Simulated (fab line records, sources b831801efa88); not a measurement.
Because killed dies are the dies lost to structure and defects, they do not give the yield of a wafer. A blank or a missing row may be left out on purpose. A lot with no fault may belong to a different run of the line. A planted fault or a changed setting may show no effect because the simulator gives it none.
A sampling plan put to the test    flow gf180mcu    one line in one fab, 2 faults in these records, each fault weighed on the records of the lots it struck
The plan is the line's own looks: the steps of the route at which a gauge or an inspection reads the wafer and doesn't change it. A look can be judged if struck wafers have a number there and the file gives its usual mean and standard deviation on fault-free wafers. Caught: at a look after the fault's first step, the mean of the struck wafers lies 4 or more of those standard deviations (sigma) from the usual mean. On the tool: here the same test is run on the tool's own readings at the fault's steps. If the struck wafers alone have a blank record, or they carry another recipe, that too counts as caught.

== THE FAULTS, as the simulator had put them in ==
1. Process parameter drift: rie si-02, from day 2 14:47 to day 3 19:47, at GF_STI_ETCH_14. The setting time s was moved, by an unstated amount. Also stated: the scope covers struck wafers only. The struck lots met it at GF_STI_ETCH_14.
2. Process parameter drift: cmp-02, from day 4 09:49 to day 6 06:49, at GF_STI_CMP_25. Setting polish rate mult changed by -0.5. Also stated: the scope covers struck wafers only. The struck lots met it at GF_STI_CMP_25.

== WHAT THE PLAN SAW ==
fault  on the tool itself            first look that catches it                       reading, sigma  median hours from its first step to that look  hours from the fault's start to the first struck lot there  judged looks passed uncaught
1      run length s +13 sigma        not the one look that can be judged after it     -               -                                              -                                                           1
2      time to endpoint s +30 sigma  none of the 3 looks that can be judged after it  -               -                                              -                                                           3
Dash: fault not caught, or number not given in these records.

Caught at a look: 0 of 2. Caught on the tool: 2 of 2. By one or the other: 2 of 2.
Caught on the tool alone: faults 1, 2.
